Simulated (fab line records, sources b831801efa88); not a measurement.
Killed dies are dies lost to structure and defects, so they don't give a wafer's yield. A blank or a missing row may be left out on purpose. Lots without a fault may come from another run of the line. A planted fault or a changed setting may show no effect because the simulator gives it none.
Which tool did it? | flow sfq_line | 15 lots, 45 wafers sampled, at 3 steps of a route of 325

WHAT THE GAUGES READ, wafer by wafer
SFQ_M8_RS_MEAS_949: measures by four-point-probe. Usual: M8_AU_RS 0.1537 ohm/sq, standard deviation 0.002.
lot  | measured     | on            | M8_AU_RS (ohm/sq)    | flag
L109 | day 70 13:04 | film_metro-01 | 0.1586 0.1549 0.1526 |
L110 | day 70 17:52 | film_metro-04 | 0.1547 0.1538 0.1552 |
L112 | day 71 13:49 | film_metro-02 | 0.1522 0.1548 0.1554 |
L114 | day 72 00:37 | film_metro-02 | 0.1558 0.1523 0.1531 |
L115 | day 72 04:15 | film_metro-01 | 0.1572 0.1507 0.1572 |
L117 | day 72 17:27 | film_metro-04 | 0.1252 0.1224 0.1256 | OFF
L119 | day 73 04:20 | film_metro-01 | 0.1230 0.1232 0.1255 | OFF
L121 | day 73 09:07 | film_metro-02 | 0.1248 0.1276 0.1245 | OFF
L124 | day 74 01:11 | film_metro-01 | 0.1519 0.1536 0.1532 |
L125 | day 76 19:37 | film_metro-02 | 0.1556 0.1531 0.1576 |
L126 | day 77 05:20 | film_metro-02 | 0.1553 0.1544 0.1533 |
L127 | day 77 10:10 | film_metro-02 | 0.1529 0.1546 0.1547 |
L128 | day 77 11:20 | film_metro-02 | 0.1567 0.1570 0.1575 |
L129 | day 77 12:36 | film_metro-01 | 0.1505 0.1501 0.1524 |
L130 | day 77 17:22 | film_metro-04 | 0.1547 0.1547 0.1535 |

SFQ_M8_THK_MEAS_950: measures by xrf. Usual: M8_AU_THK 176.5 nm, standard deviation 2.3.
lot  | measured     | on            | M8_AU_THK (nm)    | flag
L109 | day 70 13:11 | film_metro-01 | 170.5 175.3 176.6 |
L110 | day 70 17:59 | film_metro-04 | 177.0 176.9 176.5 |
L112 | day 71 13:56 | film_metro-02 | 178.3 175.2 174.0 |
L114 | day 72 00:44 | film_metro-02 | 174.3 177.5 176.4 |
L115 | day 72 04:21 | film_metro-01 | 171.5 178.9 171.3 |
L117 | day 72 17:33 | film_metro-04 | 217.6 222.5 217.7 | OFF
L119 | day 73 04:26 | film_metro-01 | 218.8 218.4 216.4 | OFF
L121 | day 73 09:14 | film_metro-02 | 216.4 212.0 217.5 | OFF
L124 | day 74 01:17 | film_metro-01 | 176.7 176.2 176.5 |
L125 | day 76 19:44 | film_metro-02 | 173.6 176.2 172.7 |
L126 | day 77 05:28 | film_metro-02 | 174.7 175.8 177.1 |
L127 | day 77 10:16 | film_metro-02 | 177.1 175.8 176.5 |
L128 | day 77 11:28 | film_metro-02 | 173.3 173.3 172.4 |
L129 | day 77 12:41 | film_metro-01 | 179.7 180.7 176.7 |
L130 | day 77 17:28 | film_metro-04 | 175.9 176.5 177.6 |

WHICH TOOL RAN EACH LOT (tool, then ch and the chambers of the sampled wafers, then the start)
lot  | SFQ_TRILAYER_M8_DEP_EVAP_196
L109 | pvd_sputter-01, day 70 12:32
L110 | pvd_sputter-02, day 70 17:20
L112 | pvd_sputter-02, day 71 13:17
L114 | pvd_sputter-02, day 72 00:05
L115 | pvd_sputter-01, day 72 03:41
L117 | pvd_sputter-01, day 72 16:53
L119 | pvd_sputter-01, day 73 03:47
L121 | pvd_sputter-01, day 73 08:35
L124 | pvd_sputter-02, day 74 00:38
L125 | pvd_sputter-01, day 76 19:06
L126 | pvd_sputter-02, day 77 04:49
L127 | pvd_sputter-01, day 77 09:37
L128 | pvd_sputter-02, day 77 10:49
L129 | pvd_sputter-01, day 77 12:01
L130 | pvd_sputter-02, day 77 16:49
- SFQ_TRILAYER_M8_DEP_EVAP_196: material Au, target thk 180 nm, time 900 s.

WHAT THE TOOLS THEMSELVES READ (means of the sampled wafers that have a number; where no wafer has one, the mark that the record gives instead)
The record holds no such reading with a usual standard deviation.

THE ANSWER, worked out from the rows above alone
Rule: a lot is off if the mean of its wafers that have a number lies more than 3 standard deviations from the usual mean. A lot without any number at a reading at which 4 lots or more have one is off too. The other lots that the step has rows for count as sound. The gauges are gone through in route order, then the tools' own readings, and for those a lot's mean is taken as printed above. The first step at which some lot is off is used, and at that step the reading that is off furthest; a lot without a number counts as furthest.
Off: L117, L119, L121, at SFQ_M8_RS_MEAS_949 (M8_AU_RS).
A tool fits if, at a process step before that reading, it ran every lot that is off, and no sound lot after the first of them. The gauges at SFQ_M8_RS_MEAS_949 are tried like those tools. None of those tried fits.

WHAT THE SIMULATOR HAD PUT IN
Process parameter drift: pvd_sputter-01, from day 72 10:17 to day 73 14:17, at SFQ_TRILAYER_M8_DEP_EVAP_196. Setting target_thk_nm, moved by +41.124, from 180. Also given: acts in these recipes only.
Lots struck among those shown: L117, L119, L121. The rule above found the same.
